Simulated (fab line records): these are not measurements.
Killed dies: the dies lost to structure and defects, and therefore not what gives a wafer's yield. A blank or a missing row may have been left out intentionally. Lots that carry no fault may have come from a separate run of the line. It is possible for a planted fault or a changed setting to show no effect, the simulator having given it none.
8D (eight disciplines) problem report, filled in by code ; flow gf180mcu ; the parts of the form that need people (team, actions taken, sign-off) are left out

## 1. WHAT IS WRONG
MIM_CVD_05_THK at GF_MIM_THK_MEAS_06 reads a mean of 25.4 nm on 2 wafers of 2 lots; wafers without a fault read 42.0 nm with a standard deviation of 0.56. Measured from the usual mean, that is -30 standard deviations.
Earliest sighting: wafer L461.3 on film metro-02 at day 28 16:10. Wafers with a number at this step in the record: 39, from 13 lots. The rule behind "out" and "out of limits": a value lying over 4 standard deviations away from the usual mean. All remaining wafers that have a number are taken as sound.

## 2. WHAT IT IS, WHAT IT ISN'T
question;is;is not
which readings at this step;MIM_CVD_05_THK;-
which lots;L461, L462;L448, L449, L450, L451, L452, L453, L457, L464, L469, L470, L471
which wafers of those lots;L461.3, L462.1;L461.1, L461.5, L462.3, L462.5
read on which gauges;film metro-02, film metro-03;film metro-04
when;from day 28 16:10;"up to then (23 sound wafers); but 14 sound wafers of L462, L464, L469, L470, L471 came after"

## 3. SUSPECTS, AND WHAT RULES EACH OUT
Counting: if a tool at a process step up to the reading ran every lot that is out, it stays a suspect. Sound lots after the first of them don't rule it out here, since some wafers of a struck lot are sound.
- the gauge at GF_MIM_THK_MEAS_06 has been ruled out. Those wafers that are out were read across 2 gauges (film metro-02, film metro-03).
- pecvd-01 at GF_MIM_CVD_05 (deposits Si3N4, target thk 42 nm, time 29.086 s): kept. It processed each lot that is out (first: L461, day 28 16:07); up to then, its last sound lot is L457 (day 27 08:50).
- pecvd-01, GF_MIM_CVD_05: wafers that are out in chamber 2, sound lot-mates in chambers 0, 1.
After counting, what remains is pecvd-01 at GF_MIM_CVD_05.

## 4. THE CAUSE (what the simulator had put in)
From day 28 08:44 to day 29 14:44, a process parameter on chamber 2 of pecvd-01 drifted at GF_MIM_CVD_05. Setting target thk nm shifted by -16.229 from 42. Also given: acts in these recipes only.
Only this tool survived the counting.

## 5. THE CHAIN OF EFFECTS, in route order
Each row: a reading whose mean over the struck wafers that have a number lies more than 3 standard deviations from the usual. Only readings for which the record gives a usual standard deviation are gone through. hours: the time from each lot's start at the first step in this table that gives one to its start at this step, as a median over the lots. sigmas: the change in usual standard deviations.
hours;step;reading;usual;on struck wafers;change;sigmas
0;GF_MIM_THK_MEAS_06;MIM_CVD_05_THK;42.0 nm;25.4;-16.6;-30
At these later measuring or inspecting steps, every struck wafer for which the step has a row has a number for every such reading, and none has moved that far: GF_MIM_RS_MEAS_10.

## 6. HOW IT WOULD HAVE BEEN CAUGHT EARLIER
In this record the first reading out of limits at a measuring or inspecting step was taken at day 28 16:10, 7 hours after the fault began at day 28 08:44.
Tool readings at GF_MIM_CVD_05 with a usual standard deviation given in the record: none out on any struck wafer, hence no alarm at a limit of 4 standard deviations on them.
Among the 2 lots that are out, L462 began GF_MIM_CVD_05 on pecvd-01 after day 28 16:10. Had the tool been put on hold then, it would have been spared.
